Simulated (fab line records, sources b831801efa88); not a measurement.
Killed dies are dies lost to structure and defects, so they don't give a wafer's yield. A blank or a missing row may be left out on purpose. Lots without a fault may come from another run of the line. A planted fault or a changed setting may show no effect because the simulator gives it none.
Chamber matching | flow sky130 | SKY_VIA4_CMP_02 on cmp-02: 4 sister chambers
The step polishes SiO2. 4 wafers are shown with their chamber, then 12 later ones without.

WAFERS WITH THEIR CHAMBER
wafer  | chamber | motor_current_A (A)
L084.5 | 3       | 11.6
L086.6 | 2       | 12.9
L089.4 | 1       | 10.0
L089.6 | 0       | 11.3

WAFERS WITHOUT THEIR CHAMBER
wafer  | motor_current_A (A)
L091.1 | 11.4
L091.2 | 10.5
L091.3 | 12.0
L094.2 | 10.7
L094.3 | 10.6
L094.5 | 10.5
L096.1 | 11.1
L096.3 | 10.1
L096.5 | 13.2
L097.1 | 10.7
L097.4 | 12.4
L097.6 | 10.1

WHICH CHAMBER EACH WENT THROUGH
wafer  | from the rows above          | in truth
L091.1 | can't be placed: 0 or 3      | 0
L091.2 | can't be placed: 1 or 0 or 3 | 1
L091.3 | can't be placed: 3 or 0 or 2 | 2
L094.2 | can't be placed: 0 or 1 or 3 | 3
L094.3 | can't be placed: 1 or 0 or 3 | 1
L094.5 | can't be placed: 1 or 0 or 3 | 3
L096.1 | can't be placed: 0 or 3      | 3
L096.3 | 1                            | 1
L096.5 | 2                            | 2
L097.1 | can't be placed: 0 or 1 or 3 | 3
L097.4 | can't be placed: 2 or 3 or 0 | 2
L097.6 | 1                            | 1
Placed correctly: 3 of 12. Can't be placed from these rows: 9 (the true chamber is among the candidates in 9). Placed wrongly: 0.
How it was worked out, from the rows above alone: a wafer's distance from a chamber is the root of the sum, over the readings, of the square of ((its reading less the chamber's mean) divided by the reading's scatter). The wafer belongs to the nearest chamber; if the next one is less than 2 further off, it can't be placed. A chamber's mean is the mean of its shown wafers. The scatter: with one shown wafer a chamber, the root of the mean of the squares of how far each hidden wafer lies from its nearest shown one.
